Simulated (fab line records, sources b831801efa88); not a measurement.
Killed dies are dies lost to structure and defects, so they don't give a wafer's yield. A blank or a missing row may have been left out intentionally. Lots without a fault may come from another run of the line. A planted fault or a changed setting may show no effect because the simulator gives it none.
Which tool did it?	flow gf180mcu	Sampling: 12 lots, 36 wafers, 2 of 602 route steps

WHAT EACH GAUGE READ, for each wafer
GF_V2_OVL_MEAS_15.
lot	measured	on	V2_OVL (nm)
L075	day 20 15:53	overlay-02	-6 -2 -3
L077	day 21 21:59	overlay-02	-5 1 3
L079	day 22 05:56	overlay-02	-13 -8 -12
L081	day 23 11:55	overlay-01	11 11 9
L083	day 24 07:38	overlay-02	-2 -3 -3
L085	day 24 10:38	overlay-01	1 0 0
L087	day 25 08:18	overlay-02	12 8 5
L089	day 25 13:41	overlay-01	3 -7 -3
L091	day 27 04:23	overlay-01	-6 -4 -5
L093	day 27 05:31	overlay-02	-2 6 -5
L095	day 27 11:17	overlay-01	7 0 8
L097	day 28 05:50	overlay-01	-3 4 -2

WHAT TOOL EACH LOT RAN ON (gives the tool, then ch and the chambers of the sampled wafers, and finally the start)
lot	GF_LVPWELL_STRIP_10
L075	plasma-asher-03 ch 0,1, day 3 23:59
L077	plasma-asher-03 ch 0,1, day 4 20:42
L079	plasma-asher-04 ch 0, day 5 03:15
L081	plasma-asher-03 ch 0,1, day 5 16:33
L083	plasma-asher-04 ch 0,1, day 5 23:12
L085	plasma-asher-04 ch 0,1, day 6 10:08
L087	plasma-asher-04 ch 0,1, day 6 22:28
L089	plasma-asher-03 ch 0,1, day 7 09:18
L091	plasma-asher-04 ch 0,1, day 7 21:33
L093	plasma-asher-04 ch 0,1, day 8 08:33
L095	plasma-asher-04 ch 0,1, day 8 20:35
L097	plasma-asher-04 ch 0,1, day 9 10:29
- GF_LVPWELL_STRIP_10: strips in O2/N2.

THE ANSWER, worked out from the rows above alone
Rule: usual is defined by the lots themselves. Put in order of their means at a reading, lots are off if they are a third of the lots or fewer, leave a main group of 4 or more, and stand apart from it by a gap of 3 or more times the standard deviation of the main group's means; of several such gaps the widest counts. Not used: any main group whose means are identical at the precision the tables above print for the reading. A lot without any number at a reading at which 4 lots or more have one is off too. Where the step has rows for the other lots, those lots are counted as sound.
No lot is off at any reading shown: from this, nothing can be told.

WHAT THE SIMULATOR HAD PUT IN
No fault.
